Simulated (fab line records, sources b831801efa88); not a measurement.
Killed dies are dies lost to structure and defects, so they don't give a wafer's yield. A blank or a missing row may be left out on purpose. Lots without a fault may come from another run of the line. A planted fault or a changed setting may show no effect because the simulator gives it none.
Which tool did it? | flow gf180mcu | 6 lots, 18 wafers sampled, at 2 steps of a route of 602

WHAT THE GAUGES READ, wafer by wafer
GF_DNWELL_TW_MEAS_09.
lot  | measured    | on            | DNWELL_TW
L551 | day 3 16:53 | film_metro-04 | 1330 1336 1331
L553 | day 4 02:39 | film_metro-04 | 1339 1339 1334
L555 | day 4 12:24 | film_metro-04 | 1035 1034 1032
L562 | day 6 02:32 | film_metro-04 | 1336 1344 1350
L564 | day 6 12:56 | film_metro-01 | 1387 1386 1383
L567 | day 7 06:47 | film_metro-02 | 1354 1347 1349

WHICH TOOL RAN EACH LOT (tool, then ch and the chambers of the sampled wafers, then the start)
lot  | GF_DNWELL_IMPLANT_07
L551 | implanter-04 ch 0, day 3 16:38
L553 | implanter-03 ch 0, day 4 02:24
L555 | implanter-04 ch 0, day 4 12:10
L562 | implanter-03 ch 0, day 6 02:17
L564 | implanter-02 ch 0, day 6 12:42
L567 | implanter-03 ch 0, day 7 06:32
- GF_DNWELL_IMPLANT_07

THE ANSWER, worked out from the rows above alone
Rule: what is usual is taken from the lots themselves. Put in order of their means at a reading, lots are off if they are a third of the lots or fewer, leave a main group of 4 or more, and stand apart from it by a gap of 3 or more times the standard deviation of the main group's means; of several such gaps the widest counts. A main group whose means are all the same, to the digits that the tables above print for the reading, isn't used. A lot without any number at a reading at which 4 lots or more have one is off too. The other lots that the step has rows for count as sound.
Off: L555, at GF_DNWELL_TW_MEAS_09 (DNWELL_TW). The main group: mean 1350, standard deviation 19.
A tool fits if, at a process step before that reading, it ran every lot that is off, and no sound lot after the first of them. The gauges at GF_DNWELL_TW_MEAS_09 are tried like those tools. One fits: implanter-04 at GF_DNWELL_IMPLANT_07. Its last sound lot is L551 (day 3 16:38), its first lot that is off L555 (day 4 12:10): a fault that began between those two fits.

WHAT THE SIMULATOR HAD PUT IN
Process parameter drift: implanter-04, from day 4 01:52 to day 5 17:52, at GF_DNWELL_IMPLANT_07. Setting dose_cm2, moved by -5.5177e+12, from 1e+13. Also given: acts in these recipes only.
Lots struck among those shown: L555. The rule above found the same.
